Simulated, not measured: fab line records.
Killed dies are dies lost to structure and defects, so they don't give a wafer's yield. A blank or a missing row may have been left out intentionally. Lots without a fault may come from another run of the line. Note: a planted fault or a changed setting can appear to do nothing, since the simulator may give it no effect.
fab line records ; flow gf180mcu
record: lots: 24; wafers: 72; last_day: 34
route steps=602 shown M2@363 V3@446 M5@533 V5@556 PASSIVATION@587
lots that met no fault: taken from a fault-free run of the same line
start_h: hours from the record's first day to the start of the lot's first wafer shown ; wait_h: hours from the lot's prior step to this one ; " the same as in the row above ; L1.1+2: several wafers, shown together as one row ; - no value, or no start was given ; * or withheld: withheld ; < > ~ a bound
route shown NAME@n: a module of which the file shows steps, and the number in the route of the first ; usual: mean/standard deviation taken from wafers without a fault ; same: alike in all rows ; chamber/n: place in a boat ; sites: per-site readings ; _std_site: their standard deviation ; _edge_site: mean of outer sites minus mean of inner sites ; radius_mm: for every site, how far away it sits from the centre of the wafer ; mask NAME#n: copy n ; behind: tool/chamber where the wafer was last shaped ; hold: cause of the lot's hold/its duration in hours/its outcome ; device: names the non-switching transistor (n, p or np) ; end of line: at the end of the route, the tests of the same wafers ; where a step has no rows: the recipe by itself ; killed: dies that structure and defects cost at the first sort, which is not the same as the wafer's yield ; map: shows each die of a wafer: x if killed, . if not, _ if none is there
set.NAME: the setting as run; set.NAME@STEP: as run at that earlier step ; model.NAME: the simulator's own value behind a step, which no gauge read
one table for each step of the route and one row for each wafer, over a sample of lots
services: when a tool's chamber went out of use (start_h, in hours from the record's first day, below 0 if earlier), for how many hours, and the reason
== steps ==
step: GF_M2_SPUTTER_01
recipe: material: TiN; target_thk_nm: 30; power_w: 6500; time_s: 25; chamber_pressure_pa: 0.4
usual: throttle_valve_pct: 30.3/0.79
lot.wafer;tool;chamber;start_h;wait_h;throttle_valve_pct
L074.2;pvd_sputter-03;-;413.51;0.1;30.8
L074.3;pvd_sputter-03;-;413.51;0.1;29.8
L074.6;pvd_sputter-03;-;413.51;0.1;31.0
L075.1;pvd_sputter-01;-;419.73;0.1;31.2
L075.5;pvd_sputter-01;-;419.73;0.1;30.7
L075.6;pvd_sputter-01;-;419.73;0.1;31.4
L076.4;pvd_sputter-01;-;436.92;0.1;31.5
L076.5;pvd_sputter-01;-;436.92;0.1;31.6
L076.6;pvd_sputter-01;-;436.92;0.1;29.3
L077.1;pvd_sputter-02;-;445.23;0.1;30.3
L077.3;pvd_sputter-02;-;445.23;0.1;31.2
L077.5;pvd_sputter-02;-;445.23;0.1;30.2
L079.1;pvd_sputter-01;-;456.94;0.1;29.4
L079.2;pvd_sputter-01;-;456.94;0.1;30.4
L079.3;pvd_sputter-01;-;456.94;0.1;31.6
L078.2;pvd_sputter-01;-;461.27;0.1;30.5
L078.5;pvd_sputter-01;-;461.27;0.1;30.3
L078.6;pvd_sputter-01;-;461.27;0.1;29.3
L080.2;pvd_sputter-02;-;468.83;0.1;30.9
L080.4;pvd_sputter-02;-;468.83;0.1;30.0
L080.5;pvd_sputter-02;-;468.83;0.1;31.2
L081.2;pvd_sputter-01;-;478.56;0.1;31.1
L081.3;pvd_sputter-01;-;478.56;0.1;31.6
L081.4;pvd_sputter-01;-;478.56;0.1;30.0
L082.2;pvd_sputter-03;-;491.02;0.1;30.6
L082.5;pvd_sputter-03;-;491.02;0.1;29.5
L082.6;pvd_sputter-03;-;491.02;0.1;30.6
L083.1;pvd_sputter-03;-;498.00;0.1;30.8
L083.3;pvd_sputter-03;-;498.00;0.1;31.2
L083.6;pvd_sputter-03;-;498.00;0.1;29.4
L084.2;pvd_sputter-02;-;505.85;0.1;30.1
L084.3;pvd_sputter-02;-;505.85;0.1;29.0
L084.4;pvd_sputter-02;-;505.85;0.1;31.3
L085.1;pvd_sputter-01;-;514.62;0.1;30.9
L085.2;pvd_sputter-01;-;514.62;0.1;29.1
L085.6;pvd_sputter-01;-;514.62;0.1;29.0
L086.1;pvd_sputter-01;-;520.67;0.1;31.3
L086.3;pvd_sputter-01;-;520.67;0.1;30.2
L086.6;pvd_sputter-01;-;520.67;0.1;30.6
L087.1;pvd_sputter-01;-;528.13;0.1;30.6
L087.2;pvd_sputter-01;-;528.13;0.1;31.6
L087.6;pvd_sputter-01;-;528.13;0.1;30.3
L088.2;pvd_sputter-02;-;535.89;0.1;29.1
L088.5;pvd_sputter-02;-;535.89;0.1;29.0
L088.6;pvd_sputter-02;-;535.89;0.1;31.2
L089.3;pvd_sputter-01;-;543.09;0.1;31.5
L089.4;pvd_sputter-01;-;543.09;0.1;30.2
L089.6;pvd_sputter-01;-;543.09;0.1;30.5
L090.2;pvd_sputter-03;-;553.67;0.1;29.7
L090.3;pvd_sputter-03;-;553.67;0.1;30.8
L090.4;pvd_sputter-03;-;553.67;0.1;31.1
L091.1;pvd_sputter-03;-;563.12;0.1;30.5
L091.4;pvd_sputter-03;-;563.12;0.1;30.7
L091.6;pvd_sputter-03;-;563.12;0.1;30.8
L092.1;pvd_sputter-03;-;568.37;0.1;29.7
L092.3;pvd_sputter-03;-;568.37;0.1;31.2
L092.6;pvd_sputter-03;-;568.37;0.1;30.9
L093.2;pvd_sputter-02;-;573.03;0.1;30.5
L093.5;pvd_sputter-02;-;573.03;0.1;29.7
L093.6;pvd_sputter-02;-;573.03;0.1;30.2
L094.2;pvd_sputter-01;-;582.05;0.1;30.9
L094.3;pvd_sputter-01;-;582.05;0.1;28.9
L094.6;pvd_sputter-01;-;582.05;0.1;30.8
L095.2;pvd_sputter-02;-;591.60;0.1;29.3
L095.3;pvd_sputter-02;-;591.60;0.1;29.4
L095.4;pvd_sputter-02;-;591.60;0.1;30.2
L096.3;pvd_sputter-02;-;596.90;0.1;30.9
L096.4;pvd_sputter-02;-;596.90;0.1;29.0
L096.5;pvd_sputter-02;-;596.90;0.1;30.2
L097.1;pvd_sputter-03;-;609.02;0.1;29.7
L097.3;pvd_sputter-03;-;609.02;0.1;31.0
L097.4;pvd_sputter-03;-;609.02;0.1;30.9
step: GF_V3_ETCH_17
recipe: chemistry: C4F8/O2/Ar; mask_material: KrF; target: SiO2; stop_on: TiN; source_w: 1500; bias_w: 1200; pressure_mtorr: 40; c4f8_flow_sccm: withheld; O2_flow_sccm: 6; Ar_flow_sccm: 300; time_s: withheld; target_depth_a: 6350
usual: oes_product_au: 0.856/0.0046
lot.wafer;tool;chamber;start_h;wait_h;oes_product_au
L074.2;rie_diel-04;3;-;-;0.859
L074.3;rie_diel-04;2;-;-;0.852
L074.6;rie_diel-04;1;-;-;0.853
L075.1;rie_diel-02;2;-;-;0.854
L075.5;rie_diel-02;0;-;-;0.857
L075.6;rie_diel-02;1;-;-;0.847
L076.4;rie_diel-03;0;-;-;0.851
L076.5;rie_diel-03;2;-;-;0.857
L076.6;rie_diel-03;1;-;-;0.862
L077.1;rie_diel-04;3;-;-;0.852
L077.3;rie_diel-04;1;-;-;0.848
L077.5;rie_diel-04;0;-;-;0.852
L079.1;rie_diel-04;2;-;-;0.845
L079.2;rie_diel-04;1;-;-;0.855
L079.3;rie_diel-04;0;-;-;0.852
L078.2;rie_diel-03;1;-;-;0.852
L078.5;rie_diel-03;1;-;-;0.857
L078.6;rie_diel-03;0;-;-;0.854
L080.2;rie_diel-04;2;-;-;0.851
L080.4;rie_diel-04;0;-;-;0.855
L080.5;rie_diel-04;2;-;-;0.859
L081.2;rie_diel-04;1;-;-;0.857
L081.3;rie_diel-04;0;-;-;0.863
L081.4;rie_diel-04;2;-;-;0.850
L082.2;rie_diel-03;2;-;-;0.856
L082.5;rie_diel-03;2;-;-;0.850
L082.6;rie_diel-03;3;-;-;0.858
L083.1;rie_diel-02;2;-;-;0.851
L083.3;rie_diel-02;1;-;-;0.850
L083.6;rie_diel-02;2;-;-;0.860
L084.2;rie_diel-02;2;-;-;0.860
L084.3;rie_diel-02;3;-;-;0.862
L084.4;rie_diel-02;0;-;-;0.856
L085.1;rie_diel-03;1;-;-;0.860
L085.2;rie_diel-03;2;-;-;0.860
L085.6;rie_diel-03;1;-;-;0.862
L086.1;rie_diel-04;3;-;-;0.853
L086.3;rie_diel-04;0;-;-;0.854
L086.6;rie_diel-04;3;-;-;0.853
L087.1;rie_diel-03;2;-;-;0.851
L087.2;rie_diel-03;3;-;-;0.857
L087.6;rie_diel-03;0;-;-;0.860
L088.2;rie_diel-02;1;-;-;0.860
L088.5;rie_diel-02;2;-;-;0.853
L088.6;rie_diel-02;3;-;-;0.856
L089.3;rie_diel-03;2;-;-;0.852
L089.4;rie_diel-03;0;-;-;0.853
L089.6;rie_diel-03;1;-;-;0.857
L090.2;rie_diel-04;2;-;-;0.848
L090.3;rie_diel-04;3;-;-;0.851
L090.4;rie_diel-04;1;-;-;0.858
L091.1;rie_diel-04;0;-;-;0.859
L091.4;rie_diel-04;3;-;-;0.849
L091.6;rie_diel-04;3;-;-;0.859
L092.1;rie_diel-02;1;-;-;0.853
L092.3;rie_diel-02;2;-;-;0.860
L092.6;rie_diel-02;2;-;-;0.857
L093.2;rie_diel-04;0;-;-;0.860
L093.5;rie_diel-04;1;-;-;0.859
L093.6;rie_diel-04;0;-;-;0.853
L094.2;rie_diel-03;2;-;-;0.856
L094.3;rie_diel-03;3;-;-;0.860
L094.6;rie_diel-03;2;-;-;0.859
L095.2;rie_diel-02;2;-;-;0.858
L095.3;rie_diel-02;1;-;-;0.856
L095.4;rie_diel-02;0;-;-;0.849
L096.3;rie_diel-02;2;-;-;0.853
L096.4;rie_diel-02;1;-;-;0.854
L096.5;rie_diel-02;3;-;-;0.854
L097.1;rie_diel-04;1;-;-;0.866
L097.3;rie_diel-04;2;-;-;0.856
L097.4;rie_diel-04;3;-;-;0.860
step: GF_M5_CD_MEAS_07
recipe: target_cd_nm: 280
usual: cd_nm: 279.9/1.2
lot.wafer;tool;chamber;start_h;wait_h;cd_nm
L074.2;cd_sem-02;-;609.73;0.1;280.3
L074.3;cd_sem-02;-;609.73;0.1;280.2
L074.6;cd_sem-02;-;609.73;0.1;280.6
L075.1;cd_sem-02;-;614.49;0.1;278.1
L075.5;cd_sem-02;-;614.49;0.1;280.1
L075.6;cd_sem-02;-;614.49;0.1;279.2
L076.4;cd_sem-01;-;630.02;0.1;280.7
L076.5;cd_sem-01;-;630.02;0.1;279.4
L076.6;cd_sem-01;-;630.02;0.1;279.7
L077.1;cd_sem-01;-;635.66;0.1;278.3
L077.3;cd_sem-01;-;635.66;0.1;277.8
L077.5;cd_sem-01;-;635.66;0.1;277.6
L079.1;cd_sem-01;-;644.96;0.1;280.7
L079.2;cd_sem-01;-;644.96;0.1;280.6
L079.3;cd_sem-01;-;644.96;0.1;280.5
L078.2;cd_sem-01;-;649.08;0.1;280.5
L078.5;cd_sem-01;-;649.08;0.1;280.1
L078.6;cd_sem-01;-;649.08;0.1;280.6
L080.2;cd_sem-01;-;655.43;0.1;282.2
L080.4;cd_sem-01;-;655.43;0.1;282.1
L080.5;cd_sem-01;-;655.43;0.1;282.3
L081.2;cd_sem-02;-;662.93;0.1;279.1
L081.3;cd_sem-02;-;662.93;0.1;279.6
L081.4;cd_sem-02;-;662.93;0.1;279.5
L082.2;cd_sem-02;-;672.91;0.1;278.9
L082.5;cd_sem-02;-;672.91;0.1;280.2
L082.6;cd_sem-02;-;672.91;0.1;278.9
L083.1;cd_sem-01;-;678.71;0.1;278.6
L083.3;cd_sem-01;-;678.71;0.1;277.2
L083.6;cd_sem-01;-;678.71;0.1;278.7
L084.2;cd_sem-01;-;684.13;0.1;279.0
L084.3;cd_sem-01;-;684.13;0.1;279.0
L084.4;cd_sem-01;-;684.13;0.1;278.7
L085.1;cd_sem-01;-;691.21;0.1;279.9
L085.2;cd_sem-01;-;691.21;0.1;279.8
L085.6;cd_sem-01;-;691.21;0.1;278.5
L086.1;cd_sem-02;-;698.36;0.1;281.1
L086.3;cd_sem-02;-;698.36;0.1;279.4
L086.6;cd_sem-02;-;698.36;0.1;279.7
L087.1;cd_sem-02;-;703.26;0.1;280.1
L087.2;cd_sem-02;-;703.26;0.1;279.3
L087.6;cd_sem-02;-;703.26;0.1;281.3
L088.2;cd_sem-01;-;707.98;0.1;280.1
L088.5;cd_sem-01;-;707.98;0.1;280.4
L088.6;cd_sem-01;-;707.98;0.1;280.6
L089.3;cd_sem-01;-;713.30;0.1;279.4
L089.4;cd_sem-01;-;713.30;0.1;278.5
L089.6;cd_sem-01;-;713.30;0.1;279.2
L090.2;cd_sem-02;-;723.61;0.1;279.2
L090.3;cd_sem-02;-;723.61;0.1;280.1
L090.4;cd_sem-02;-;723.61;0.1;279.0
L091.1;cd_sem-01;-;728.24;0.1;281.3
L091.4;cd_sem-01;-;728.24;0.1;280.6
L091.6;cd_sem-01;-;728.24;0.1;279.7
L092.1;cd_sem-02;-;736.19;0.1;280.6
L092.3;cd_sem-02;-;736.19;0.1;280.2
L092.6;cd_sem-02;-;736.19;0.1;281.2
L093.2;cd_sem-01;-;740.11;0.1;281.8
L093.5;cd_sem-01;-;740.11;0.1;281.6
L093.6;cd_sem-01;-;740.11;0.1;281.7
L094.2;cd_sem-01;-;744.71;0.1;280.2
L094.3;cd_sem-01;-;744.71;0.1;278.5
L094.6;cd_sem-01;-;744.71;0.1;280.1
L095.2;cd_sem-02;-;753.21;0.2;282.1
L095.3;cd_sem-02;-;753.21;0.2;281.1
L095.4;cd_sem-02;-;753.21;0.2;281.6
L096.3;cd_sem-01;-;760.08;0.1;280.3
L096.4;cd_sem-01;-;760.08;0.1;279.5
L096.5;cd_sem-01;-;760.08;0.1;280.6
L097.1;cd_sem-02;-;765.45;0.1;281.0
L097.3;cd_sem-02;-;765.45;0.1;281.5
L097.4;cd_sem-02;-;765.45;0.1;280.6
step: GF_V5_ETCH_16
recipe: chemistry: N2/H2; target_depth_a: withheld; overetch_a: withheld; time_s: withheld; target: BARC; ion_energy_ev: 200; source_w: 500; bias_w: 100; pressure_mtorr: 29.53; n2_flow_sccm: 100; h2_flow_sccm: 200
usual: drypump_motor_current_A: 6.1/0.4; oes_product_au: 0.853/0.0045; throttle_valve_pct: 13.346/0.0082
lot.wafer;tool;chamber;start_h;wait_h;drypump_motor_current_A;oes_product_au;throttle_valve_pct
L074.2;rie_diel-03;3;631.34;0.0;5.8;0.856;13.348
L074.3;rie_diel-03;1;631.34;0.0;5.8;0.861;13.346
L074.6;rie_diel-03;1;631.34;0.0;5.8;0.864;13.345
L075.1;rie_diel-03;2;637.04;0.0;6.5;0.857;13.355
L075.5;rie_diel-03;2;637.04;0.0;6.5;0.855;13.343
L075.6;rie_diel-03;1;637.04;0.0;5.8;0.866;13.343
L076.4;rie_diel-04;3;650.94;0.0;6.3;0.852;13.348
L076.5;rie_diel-04;1;650.94;0.0;5.3;0.853;13.351
L076.6;rie_diel-04;0;650.94;0.0;6.0;0.846;13.350
L077.1;rie_diel-03;3;656.94;0.0;5.8;0.852;13.353
L077.3;rie_diel-03;1;656.94;0.0;5.8;0.854;13.344
L077.5;rie_diel-03;1;656.94;0.0;5.8;0.851;13.357
L079.1;rie_diel-03;3;665.73;0.0;5.8;0.853;13.360
L079.2;rie_diel-03;0;665.73;0.0;6.6;0.850;13.346
L079.3;rie_diel-03;2;665.73;0.0;6.5;0.848;13.334
L078.2;rie_diel-01;3;669.83;0.0;5.6;0.846;13.348
L078.5;rie_diel-01;2;669.83;0.0;6.5;0.854;13.338
L078.6;rie_diel-01;1;669.83;0.0;6.1;0.852;13.330
L080.2;rie_diel-01;1;676.26;0.0;6.1;0.853;13.359
L080.4;rie_diel-01;2;676.26;0.0;6.5;0.854;13.357
L080.5;rie_diel-01;3;676.26;0.0;5.6;0.853;13.358
L081.2;rie_diel-04;0;683.88;0.0;6.0;0.857;13.346
L081.3;rie_diel-04;3;683.88;0.0;6.3;0.853;13.360
L081.4;rie_diel-04;1;683.88;0.0;5.3;0.858;13.339
L082.2;rie_diel-03;0;693.73;0.0;6.7;0.859;13.351
L082.5;rie_diel-03;3;693.73;0.0;5.8;0.862;13.358
L082.6;rie_diel-03;2;693.73;0.0;6.4;0.845;13.357
L083.1;rie_diel-03;1;699.98;0.0;5.7;0.851;13.352
L083.3;rie_diel-03;3;699.98;0.0;5.8;0.850;13.351
L083.6;rie_diel-03;0;699.98;0.0;6.7;0.850;13.361
L084.2;rie_diel-01;1;704.71;0.0;6.1;0.861;13.350
L084.3;rie_diel-01;2;704.71;0.0;6.5;0.858;13.346
L084.4;rie_diel-01;3;704.71;0.0;5.6;0.851;13.342
L085.1;rie_diel-01;0;711.24;0.0;5.9;0.862;13.339
L085.2;rie_diel-01;3;711.24;0.0;5.6;0.851;13.344
L085.6;rie_diel-01;0;711.24;0.0;5.9;0.857;13.338
L086.1;rie_diel-03;2;717.96;0.0;6.4;0.857;13.348
L086.3;rie_diel-03;3;717.96;0.0;5.7;0.851;13.337
L086.6;rie_diel-03;3;717.96;0.0;5.8;0.850;13.355
L087.1;rie_diel-04;1;722.71;0.0;5.2;0.845;13.346
L087.2;rie_diel-04;0;722.71;0.0;5.9;0.861;13.351
L087.6;rie_diel-04;2;722.71;0.0;6.3;0.853;13.361
L088.2;rie_diel-01;2;727.09;0.0;6.5;0.852;13.345
L088.5;rie_diel-01;2;727.09;0.0;6.5;0.855;13.329
L088.6;rie_diel-01;1;727.09;0.0;6.1;0.848;13.346
L089.3;rie_diel-03;1;732.01;0.0;5.8;0.855;13.341
L089.4;rie_diel-03;3;732.01;0.0;5.8;0.857;13.331
L089.6;rie_diel-03;2;732.01;0.0;6.4;0.863;13.347
L090.2;rie_diel-04;3;742.56;0.0;6.3;0.857;13.357
L090.3;rie_diel-04;2;742.56;0.0;6.3;0.853;13.336
L090.4;rie_diel-04;1;742.56;0.0;5.3;0.854;13.348
L091.1;rie_diel-03;0;746.14;0.0;6.6;0.854;13.348
L091.4;rie_diel-03;1;746.14;0.0;5.8;0.852;13.351
L091.6;rie_diel-03;3;746.14;0.0;5.7;0.851;13.339
L092.1;rie_diel-04;1;754.04;0.0;5.3;0.847;13.341
L092.3;rie_diel-04;0;754.04;0.0;6.0;0.855;13.335
L092.6;rie_diel-04;1;754.04;0.0;5.3;0.848;13.347
L093.2;rie_diel-04;1;758.63;0.0;5.2;0.850;13.352
L093.5;rie_diel-04;2;758.63;0.0;6.3;0.857;13.347
L093.6;rie_diel-04;3;758.63;0.0;6.2;0.847;13.366
L094.2;rie_diel-03;3;761.98;0.0;5.8;0.856;13.345
L094.3;rie_diel-03;0;761.98;0.0;6.6;0.851;13.356
L094.6;rie_diel-03;2;761.98;0.0;6.4;0.861;13.349
L095.2;rie_diel-03;3;770.81;0.0;5.8;0.857;13.349
L095.3;rie_diel-03;1;770.81;0.0;5.8;0.852;13.365
L095.4;rie_diel-03;2;770.81;0.0;6.5;0.854;13.345
L096.3;rie_diel-04;2;776.99;0.0;6.3;0.850;13.340
L096.4;rie_diel-04;1;776.99;0.0;5.2;0.851;13.341
L096.5;rie_diel-04;3;776.99;0.0;6.3;0.858;13.340
L097.1;rie_diel-03;2;782.98;0.0;6.5;0.856;13.355
L097.3;rie_diel-03;3;782.98;0.0;5.8;0.848;13.353
L097.4;rie_diel-03;0;782.98;0.0;6.7;0.850;13.335
step: GF_V5_SPUTTER_21
recipe: material: Ti; target_thk_nm: 15; chamber_pressure_pa: 5; power_w: 2500; substrate_temp_c: 200; time_s: 80.02
usual: substrate_temp_c: 199.99/0.16; throttle_valve_pct: 30.3/1.2
lot.wafer;tool;chamber;start_h;wait_h;substrate_temp_c;throttle_valve_pct
L074.2;pvd_sputter-02;-;632.03;0.0;199.87;30.1
L074.3;pvd_sputter-02;-;632.03;0.0;199.64;29.2
L074.6;pvd_sputter-02;-;632.03;0.0;199.64;29.4
L075.1;pvd_sputter-02;-;637.73;0.0;199.88;29.2
L075.5;pvd_sputter-02;-;637.73;0.0;200.14;30.2
L075.6;pvd_sputter-02;-;637.73;0.0;200.11;29.5
L076.4;pvd_sputter-03;-;651.63;0.0;199.95;29.9
L076.5;pvd_sputter-03;-;651.63;0.0;200.18;30.9
L076.6;pvd_sputter-03;-;651.63;0.0;200.27;30.8
L077.1;pvd_sputter-03;-;657.66;0.0;200.20;30.9
L077.3;pvd_sputter-03;-;657.66;0.0;200.08;30.4
L077.5;pvd_sputter-03;-;657.66;0.0;200.22;30.4
L079.1;pvd_sputter-04;-;666.76;0.0;200.09;32.5
L079.2;pvd_sputter-04;-;666.76;0.0;200.06;29.5
L079.3;pvd_sputter-04;-;666.76;0.0;200.11;31.5
L078.2;pvd_sputter-02;-;670.95;0.0;200.19;29.2
L078.5;pvd_sputter-02;-;670.95;0.0;200.02;31.2
L078.6;pvd_sputter-02;-;670.95;0.0;200.20;29.3
L080.2;pvd_sputter-04;-;677.01;0.0;200.40;31.2
L080.4;pvd_sputter-04;-;677.01;0.0;199.87;29.6
L080.5;pvd_sputter-04;-;677.01;0.0;200.20;29.5
L081.2;pvd_sputter-04;-;684.64;0.0;199.75;32.4
L081.3;pvd_sputter-04;-;684.64;0.0;200.26;29.4
L081.4;pvd_sputter-04;-;684.64;0.0;200.03;31.6
L082.2;pvd_sputter-04;-;694.45;0.0;199.95;28.1
L082.5;pvd_sputter-04;-;694.45;0.0;200.14;27.8
L082.6;pvd_sputter-04;-;694.45;0.0;200.20;32.5
L083.1;pvd_sputter-04;-;700.70;0.0;199.72;31.2
L083.3;pvd_sputter-04;-;700.70;0.0;199.78;29.4
L083.6;pvd_sputter-04;-;700.70;0.0;199.87;32.4
L084.2;pvd_sputter-03;-;705.40;0.0;199.99;30.6
L084.3;pvd_sputter-03;-;705.40;0.0;199.83;30.9
L084.4;pvd_sputter-03;-;705.40;0.0;199.81;29.8
L085.1;pvd_sputter-03;-;712.20;0.0;199.99;30.9
L085.2;pvd_sputter-03;-;712.20;0.0;200.26;31.0
L085.6;pvd_sputter-03;-;712.20;0.0;199.78;30.1
L086.1;pvd_sputter-03;-;718.65;0.0;200.07;29.9
L086.3;pvd_sputter-03;-;718.65;0.0;199.96;30.8
L086.6;pvd_sputter-03;-;718.65;0.0;199.90;31.1
L087.1;pvd_sputter-02;-;723.40;0.0;199.86;31.2
L087.2;pvd_sputter-02;-;723.40;0.0;200.04;29.5
L087.6;pvd_sputter-02;-;723.40;0.0;200.19;30.1
L088.2;pvd_sputter-04;-;727.82;0.0;200.13;29.6
L088.5;pvd_sputter-04;-;727.82;0.0;200.18;32.1
L088.6;pvd_sputter-04;-;727.82;0.0;200.26;29.5
L089.3;pvd_sputter-04;-;732.70;0.0;199.97;28.0
L089.4;pvd_sputter-04;-;732.70;0.0;199.75;32.2
L089.6;pvd_sputter-04;-;732.70;0.0;199.98;32.3
L090.2;pvd_sputter-04;-;744.31;0.1;200.03;28.0
L090.3;pvd_sputter-04;-;744.31;0.1;200.04;31.3
L090.4;pvd_sputter-04;-;744.31;0.1;199.92;29.6
L091.1;pvd_sputter-04;-;746.83;0.0;200.07;29.6
L091.4;pvd_sputter-04;-;746.83;0.0;199.86;31.4
L091.6;pvd_sputter-04;-;746.83;0.0;199.67;29.5
L092.1;pvd_sputter-04;-;754.76;0.0;200.00;29.3
L092.3;pvd_sputter-04;-;754.76;0.0;200.37;28.0
L092.6;pvd_sputter-04;-;754.76;0.0;199.87;29.6
L093.2;pvd_sputter-04;-;759.32;0.0;199.96;32.2
L093.5;pvd_sputter-04;-;759.32;0.0;200.05;29.6
L093.6;pvd_sputter-04;-;759.32;0.0;199.87;31.3
L094.2;pvd_sputter-03;-;762.71;0.0;199.80;30.4
L094.3;pvd_sputter-03;-;762.71;0.0;199.77;30.0
L094.6;pvd_sputter-03;-;762.71;0.0;200.11;30.1
L095.2;pvd_sputter-02;-;771.51;0.0;200.20;30.0
L095.3;pvd_sputter-02;-;771.51;0.0;200.12;29.2
L095.4;pvd_sputter-02;-;771.51;0.0;199.77;31.2
L096.3;pvd_sputter-02;-;777.71;0.0;199.97;29.2
L096.4;pvd_sputter-02;-;777.71;0.0;199.72;31.2
L096.5;pvd_sputter-02;-;777.71;0.0;199.89;31.3
L097.1;pvd_sputter-03;-;783.67;0.0;200.03;30.7
L097.3;pvd_sputter-03;-;783.67;0.0;199.73;30.0
L097.4;pvd_sputter-03;-;783.67;0.0;199.83;31.2
step: GF_PASSIVATION_CVD_00
recipe: material: SiO2; target_thk_nm: 1000; precursor: TEOS; temp_c: 400; time_s: 111.95; rf_w: 600
usual: heater_power_outer_w: 363/85; heater_power_w: 655/100; susceptor_temp_C: 400.04/0.21
lot.wafer;tool;chamber;start_h;wait_h;heater_power_outer_w;heater_power_w;since_wet_clean_h;susceptor_temp_C
L074.2;pecvd-01;2;653.50;0.0;326;580;271;399.86
L074.3;pecvd-01;1;653.50;0.0;392;685;271;399.68
L074.6;pecvd-01;2;653.50;0.0;251;480;-;399.99
L075.1;pecvd-02;1;659.14;0.0;455;772;54;400.05
L075.5;pecvd-02;0;659.14;0.0;338;592;-;400.20
L075.6;pecvd-02;1;659.14;0.0;342;634;-;399.96
L076.4;pecvd-03;2;672.96;0.0;544;876;-;400.04
L076.5;pecvd-03;1;672.96;0.0;415;672;-;400.02
L076.6;pecvd-03;0;672.96;0.0;372;637;-;400.26
L077.1;pecvd-02;1;678.52;0.0;453;760;73;399.86
L077.3;pecvd-02;2;678.52;0.0;234;571;73;400.13
L077.5;pecvd-02;1;678.52;0.0;340;593;-;399.77
L079.1;pecvd-02;1;686.91;0.0;371;634;82;399.53
L079.2;pecvd-02;0;686.91;0.0;317;599;82;399.94
L079.3;pecvd-02;2;686.91;0.0;344;691;82;400.34
L078.2;pecvd-03;0;691.77;0.0;378;628;725;400.37
L078.5;pecvd-03;1;691.77;0.0;522;819;-;399.92
L078.6;pecvd-03;2;691.77;0.0;411;716;-;400.55
L080.2;pecvd-01;1;697.28;0.0;384;674;314;400.42
L080.4;pecvd-01;0;697.28;0.0;248;556;-;399.99
L080.5;pecvd-01;1;697.28;0.0;287;549;-;399.90
L081.2;pecvd-02;2;704.99;0.0;300;659;100;400.25
L081.3;pecvd-02;0;704.99;0.0;250;474;100;399.98
L081.4;pecvd-02;2;704.99;0.0;328;702;-;400.09
L082.2;pecvd-01;2;713.98;0.0;272;523;331;400.01
L082.5;pecvd-01;0;713.98;0.0;247;549;-;400.16
L082.6;pecvd-01;2;713.98;0.0;313;559;-;399.98
L083.1;pecvd-01;0;720.89;0.0;332;677;338;400.41
L083.3;pecvd-01;1;720.89;0.0;349;598;338;400.48
L083.6;pecvd-01;0;720.89;0.0;360;704;-;400.08
L084.2;pecvd-02;2;724.84;0.0;309;681;120;399.78
L084.3;pecvd-02;0;724.84;0.0;282;508;120;400.04
L084.4;pecvd-02;1;724.84;0.0;343;620;-;399.85
L085.1;pecvd-01;2;731.42;0.0;287;538;349;400.13
L085.2;pecvd-01;0;731.42;0.0;320;654;349;399.94
L085.6;pecvd-01;0;731.42;0.0;356;676;-;399.73
L086.1;pecvd-02;1;737.21;0.0;393;679;132;399.71
L086.3;pecvd-02;0;737.21;0.0;336;590;132;399.87
L086.6;pecvd-02;1;737.21;0.0;433;741;-;399.88
L087.1;pecvd-03;2;742.34;0.0;526;862;776;400.03
L087.2;pecvd-03;0;742.34;0.0;347;604;776;399.57
L087.6;pecvd-03;1;742.34;0.0;426;673;-;399.81
L088.2;pecvd-03;1;747.32;0.0;498;766;781;400.15
L088.5;pecvd-03;2;747.32;0.0;526;845;-;399.99
L088.6;pecvd-03;0;747.32;0.0;377;662;-;400.35
L089.3;pecvd-02;0;750.86;0.0;292;529;146;399.98
L089.4;pecvd-02;1;750.86;0.0;442;758;-;399.95
L089.6;pecvd-02;2;750.86;0.0;233;571;-;399.51
L090.2;pecvd-02;1;762.34;0.0;389;668;157;400.13
L090.3;pecvd-02;2;762.34;0.0;279;607;157;400.36
L090.4;pecvd-02;1;762.34;0.0;428;713;-;400.15
L091.1;pecvd-02;2;765.86;0.0;338;725;161;400.26
L091.4;pecvd-02;0;765.86;0.0;319;580;-;399.83
L091.6;pecvd-02;1;765.86;0.0;428;755;-;400.06
L092.1;pecvd-02;1;772.42;0.0;389;674;167;399.94
L092.3;pecvd-02;0;772.42;0.0;321;579;167;400.31
L092.6;pecvd-02;0;772.42;0.0;240;478;-;400.07
L093.2;pecvd-03;1;776.87;0.0;474;752;811;400.03
L093.5;pecvd-03;1;776.87;0.0;523;803;-;400.01
L093.6;pecvd-03;0;776.87;0.0;391;655;-;400.19
L094.2;pecvd-02;0;779.93;0.0;301;544;175;399.86
L094.3;pecvd-02;1;779.93;0.0;435;712;175;400.05
L094.6;pecvd-02;2;779.93;0.0;295;673;-;400.06
L095.2;pecvd-03;0;788.80;0.0;341;590;822;400.14
L095.3;pecvd-03;1;788.80;0.0;443;737;822;399.84
L095.4;pecvd-03;1;788.80;0.0;497;786;-;399.90
L096.3;pecvd-03;2;794.60;0.0;499;814;828;400.43
L096.4;pecvd-03;0;794.60;0.0;352;601;-;400.24
L096.5;pecvd-03;2;794.60;0.0;524;868;-;400.30
L097.1;pecvd-02;1;800.07;0.0;378;666;195;399.85
L097.3;pecvd-02;0;800.07;0.0;309;546;195;400.04
L097.4;pecvd-02;0;800.07;0.0;334;605;-;399.93
== services ==
tool;chamber;start_h;hours;kind
rie_diel-04;2;403.17;4.5;repair
rie_diel-03;-;447.10;2.8;pm
pvd_sputter-03;-;467.58;21.1;repair
rie_diel-03;2;492.43;4.1;repair
pvd_sputter-03;-;521.49;2.5;repair
rie_diel-04;1;522.36;5.2;repair
rie_diel-03;3;575.53;1.7;repair
rie_diel-04;1;596.08;4.1;repair
rie_diel-04;-;597.62;14.6;pm
rie_diel-04;3;628.05;5.5;repair
rie_diel-03;0;637.44;3.4;repair
rie_diel-03;1;641.09;4.4;repair
rie_diel-04;3;644.78;4.0;repair
pvd_sputter-03;-;668.18;1.5;repair
pvd_sputter-02;-;690.67;2.6;repair
rie_diel-04;-;707.53;0.3;repair
rie_diel-03;0;726.56;6.8;repair
pvd_sputter-03;-;736.90;12.9;repair
pvd_sputter-02;-;743.81;5.6;repair
pvd_sputter-02;-;747.30;6.0;repair
rie_diel-04;-;751.22;2.6;repair
pvd_sputter-02;-;759.79;1.9;repair
rie_diel-03;-;771.69;0.6;repair
rie_diel-04;2;774.39;1.6;repair
== key ==
fault none
